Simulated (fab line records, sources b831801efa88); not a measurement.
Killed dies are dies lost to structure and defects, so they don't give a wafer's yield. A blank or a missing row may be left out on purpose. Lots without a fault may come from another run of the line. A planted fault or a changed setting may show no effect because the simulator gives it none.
Tool commonality check | flow gf180mcu | 12 lots, 36 wafers sampled

WHY IT WAS OPENED
At GF_PSD_RS_MEAS_14 the reading NSD_RS is flagged on 3 of 12 lots. Wafers without a fault read 46.16 ohm/sq, standard deviation 0.091.
Rule: a lot is flagged when every wafer of it that has a number lies more than 4 standard deviations from that mean, or none has a number. The other lots count as sound.

lot  | measured     | on            | NSD_RS (ohm/sq), wafer by wafer | flag
L533 | day 14 18:19 | film_metro-02 | 46.17 46.04 46.15               |
L537 | day 15 22:48 | film_metro-02 | 46.20 46.28 46.16               |
L539 | day 16 09:47 | film_metro-04 | 46.20 46.11 46.14               |
L542 | day 17 05:01 | film_metro-02 | 46.19 46.12 46.05               |
L545 | day 18 12:38 | film_metro-04 | 49.32 49.40 49.32               | FLAGGED
L546 | day 18 20:03 | film_metro-01 | 49.59 49.45 49.55               | FLAGGED
L547 | day 19 03:02 | film_metro-04 | 49.31 49.44 49.32               | FLAGGED
L551 | day 20 11:28 | film_metro-04 | 46.20 46.27 46.22               |
L552 | day 21 00:46 | film_metro-02 | 46.05 46.21 46.03               |
L553 | day 21 07:29 | film_metro-04 | 45.98 46.07 46.05               |
L554 | day 21 17:20 | film_metro-01 | 46.12 46.22 46.09               |
L556 | day 22 06:18 | film_metro-01 | 46.27 46.19 46.15               |
The numbers of the flagged lots are 49.41 ohm/sq on average: +3.25 ohm/sq against the usual, or +36 standard deviations.

WHICH TOOL RAN EACH LOT
The record holds 2 process steps before the reading, out of a route of 602 steps. In each cell: the tool, then ch and the chambers that the sampled wafers went through, then the start.
lot  | flag    | GF_HV_LDD_STRIP_22                   | GF_PSD_RTA_13
L533 |         | plasma_asher-02 ch 0, day 11 06:07   | rtp_anneal-02 ch 0, day 14 18:13
L537 |         | plasma_asher-02 ch 0,1, day 12 07:39 | rtp_anneal-02 ch 0, day 15 22:43
L539 |         | plasma_asher-03 ch 0,1, day 12 18:32 | rtp_anneal-02 ch 0, day 16 09:41
L542 |         | plasma_asher-01 ch 0,1, day 13 11:25 | rtp_anneal-02 ch 0, day 17 04:56
L545 | FLAGGED | plasma_asher-03 ch 0,1, day 14 15:08 | rtp_anneal-02 ch 0, day 18 12:32
L546 | FLAGGED | plasma_asher-01 ch 0,1, day 14 21:01 | rtp_anneal-02 ch 0, day 18 19:58
L547 | FLAGGED | plasma_asher-01 ch 0, day 15 04:00   | rtp_anneal-02 ch 0, day 19 02:57
L551 |         | plasma_asher-01 ch 1, day 16 08:22   | rtp_anneal-01 ch 0, day 20 11:22
L552 |         | plasma_asher-01 ch 0,1, day 16 20:06 | rtp_anneal-01 ch 0, day 21 00:41
L553 |         | plasma_asher-01 ch 0,1, day 17 03:40 | rtp_anneal-01 ch 0, day 21 07:24
L554 |         | plasma_asher-01 ch 0,1, day 17 13:04 | rtp_anneal-02 ch 0, day 21 17:15
L556 |         | plasma_asher-02 ch 0,1, day 18 01:55 | rtp_anneal-01 ch 0, day 22 06:13
What these steps do:
- GF_HV_LDD_STRIP_22: strips in O2/N2.
- GF_PSD_RTA_13: time 20 s.
- GF_PSD_RS_MEAS_14: measures by four-point-probe.

FLAGGED OVER TOTAL, TOOL BY TOOL (the gauges that took the reading come last)
step               | tool            | lots run | flagged | share of the flagged lots | sound lots run after its first flagged lot
GF_HV_LDD_STRIP_22 | plasma_asher-01 | 7        | 2       | some                      | 4 (L551,L552,L553,L554)
GF_HV_LDD_STRIP_22 | plasma_asher-02 | 3        | 0       | none                      | -
GF_HV_LDD_STRIP_22 | plasma_asher-03 | 2        | 1       | some                      | 0
GF_PSD_RTA_13      | rtp_anneal-01   | 4        | 0       | none                      | -
GF_PSD_RTA_13      | rtp_anneal-02   | 8        | 3       | all                       | 1 (L554)
GF_PSD_RS_MEAS_14  | film_metro-01   | 3        | 1       | some                      | 2 (L554,L556)
GF_PSD_RS_MEAS_14  | film_metro-02   | 4        | 0       | none                      | -
GF_PSD_RS_MEAS_14  | film_metro-04   | 5        | 2       | some                      | 2 (L551,L553)

WHAT THE TABLE ALLOWS
1 row of the table ran every flagged lot: rtp_anneal-02 at GF_PSD_RTA_13.
- rtp_anneal-02 at GF_PSD_RTA_13: 3 of its 8 lots flagged. Sound lots ran on it after the first flagged one (L554), which a lasting fault on the whole tool wouldn't allow. Its own readings lie more than 4 standard deviations out on every wafer of the flagged lots: lamp_power_pct, wafer_temp_C_max.
No row of the table ran every flagged lot and no sound lot after the first.

WHAT THE SIMULATOR HAD PUT IN
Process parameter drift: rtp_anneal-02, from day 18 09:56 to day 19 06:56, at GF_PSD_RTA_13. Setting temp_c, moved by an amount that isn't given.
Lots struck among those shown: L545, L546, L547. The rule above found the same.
